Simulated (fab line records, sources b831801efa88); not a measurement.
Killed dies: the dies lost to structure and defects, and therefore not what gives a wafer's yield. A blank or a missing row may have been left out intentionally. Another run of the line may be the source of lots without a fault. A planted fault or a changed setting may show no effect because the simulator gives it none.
Which tool is to blame? || flow sky130 || 39 wafers from 13 lots sampled at 2 of the route's 708 steps

WHAT THE GAUGES READ, wafer by wafer
SKY_FIELD_ISO_THK_MEAS_23. Usual: for FIELD_ISO_OXIDATION_01_THK the level is 9.93 nm and the standard deviation is 0.19.
{"lot": "L328", "measured": "day 2 09:44", "on": "film metro-02", "FIELD_ISO_OXIDATION_01_THK (nm)": "9.91 9.97 10.05", "flag": ""}
{"lot": "L329", "measured": "day 2 13:40", "on": "film metro-02", "FIELD_ISO_OXIDATION_01_THK (nm)": "9.98 9.79 9.90", "flag": ""}
{"lot": "L330", "measured": "day 2 16:54", "on": "film metro-01", "FIELD_ISO_OXIDATION_01_THK (nm)": "9.60 9.65 9.76", "flag": ""}
{"lot": "L331", "measured": "day 2 22:10", "on": "film metro-03", "FIELD_ISO_OXIDATION_01_THK (nm)": "9.90 9.61 9.73", "flag": ""}
{"lot": "L332", "measured": "day 3 05:47", "on": "film metro-01", "FIELD_ISO_OXIDATION_01_THK (nm)": "9.65 9.74 9.65", "flag": ""}
{"lot": "L333", "measured": "day 3 09:26", "on": "film metro-02", "FIELD_ISO_OXIDATION_01_THK (nm)": "10.02 10.18 10.05", "flag": ""}
{"lot": "L335", "measured": "day 3 20:30", "on": "film metro-02", "FIELD_ISO_OXIDATION_01_THK (nm)": "9.84 9.81 9.97", "flag": ""}
{"lot": "L339", "measured": "day 4 17:31", "on": "film metro-01", "FIELD_ISO_OXIDATION_01_THK (nm)": "10.04 9.76 10.10", "flag": ""}
{"lot": "L340", "measured": "day 4 20:44", "on": "film metro-02", "FIELD_ISO_OXIDATION_01_THK (nm)": "9.63 9.88 9.55", "flag": ""}
{"lot": "L341", "measured": "day 5 02:28", "on": "film metro-01", "FIELD_ISO_OXIDATION_01_THK (nm)": "10.03 9.81 9.81", "flag": ""}
{"lot": "L343", "measured": "day 5 14:05", "on": "film metro-03", "FIELD_ISO_OXIDATION_01_THK (nm)": "9.80 9.61 9.73", "flag": ""}
{"lot": "L350", "measured": "day 7 02:48", "on": "film metro-03", "FIELD_ISO_OXIDATION_01_THK (nm)": "9.87 9.98 10.10", "flag": ""}
{"lot": "L351", "measured": "day 7 06:53", "on": "film metro-03", "FIELD_ISO_OXIDATION_01_THK (nm)": "10.23 10.27 10.07", "flag": ""}

SKY_NWELL_OVL_MEAS_10. Usual: for NWELL_00_OVL the level is 0.2 nm and the standard deviation is 1.4.
{"lot": "L328", "measured": "day 4 17:05", "on": "overlay-02", "NWELL_00_OVL (nm)": "-0.8 0.0 1.2", "flag": ""}
{"lot": "L329", "measured": "day 4 20:59", "on": "overlay-02", "NWELL_00_OVL (nm)": "0.4 1.0 0.0", "flag": ""}
{"lot": "L330", "measured": "day 4 23:17", "on": "overlay-01", "NWELL_00_OVL (nm)": "2.1 3.4 2.0", "flag": ""}
{"lot": "L331", "measured": "day 5 05:17", "on": "overlay-02", "NWELL_00_OVL (nm)": "-0.1 0.4 -0.2", "flag": ""}
{"lot": "L332", "measured": "day 5 14:29", "on": "overlay-02", "NWELL_00_OVL (nm)": "0.4 -0.9 -1.5", "flag": ""}
{"lot": "L333", "measured": "day 5 18:44", "on": "overlay-01", "NWELL_00_OVL (nm)": "-1.2 -0.2 0.2", "flag": ""}
{"lot": "L335", "measured": "day 6 06:14", "on": "overlay-01", "NWELL_00_OVL (nm)": "2.0 1.4 0.6", "flag": ""}
{"lot": "L339", "measured": "day 7 05:29", "on": "overlay-02", "NWELL_00_OVL (nm)": "0.3 -1.1 -1.2", "flag": ""}
{"lot": "L340", "measured": "day 7 09:53", "on": "overlay-01", "NWELL_00_OVL (nm)": "2.4 2.8 1.0", "flag": ""}
{"lot": "L341", "measured": "day 7 16:02", "on": "overlay-02", "NWELL_00_OVL (nm)": "-3.0 -0.5 -3.7", "flag": ""}
{"lot": "L343", "measured": "day 8 05:35", "on": "overlay-02", "NWELL_00_OVL (nm)": "-0.2 0.7 -1.7", "flag": ""}
{"lot": "L350", "measured": "day 10 00:47", "on": "overlay-01", "NWELL_00_OVL (nm)": "0.2 -0.3 -0.6", "flag": ""}
{"lot": "L351", "measured": "day 10 04:51", "on": "overlay-02", "NWELL_00_OVL (nm)": "-0.9 0.8 -0.5", "flag": ""}

WHICH TOOL RAN EACH LOT (tool, then ch and the chambers of the sampled wafers, then the start)
No process step before these readings appears in the record.

WHAT THE TOOLS THEMSELVES READ (means of the sampled wafers that have a number; where no wafer has one, the mark that the record gives instead)
The record holds no such reading with a usual standard deviation.

THE ANSWER, worked out from the rows above alone
Rule: a lot is off if the mean of its wafers that have a number lies more than 3 standard deviations from the usual mean. A lot without any number at a reading at which 4 lots or more have one is off too. All remaining lots with rows at the step are treated as sound. After the gauges, taken in route order, come the tools' own readings; for these a lot's mean is taken, as printed above. The first step at which some lot is off is used, and at that step the reading that is off furthest; a lot without a number counts as furthest.
No lot is off on any of the readings shown, so nothing can be concluded from this.

WHAT HAD BEEN PUT IN BY THE SIMULATOR
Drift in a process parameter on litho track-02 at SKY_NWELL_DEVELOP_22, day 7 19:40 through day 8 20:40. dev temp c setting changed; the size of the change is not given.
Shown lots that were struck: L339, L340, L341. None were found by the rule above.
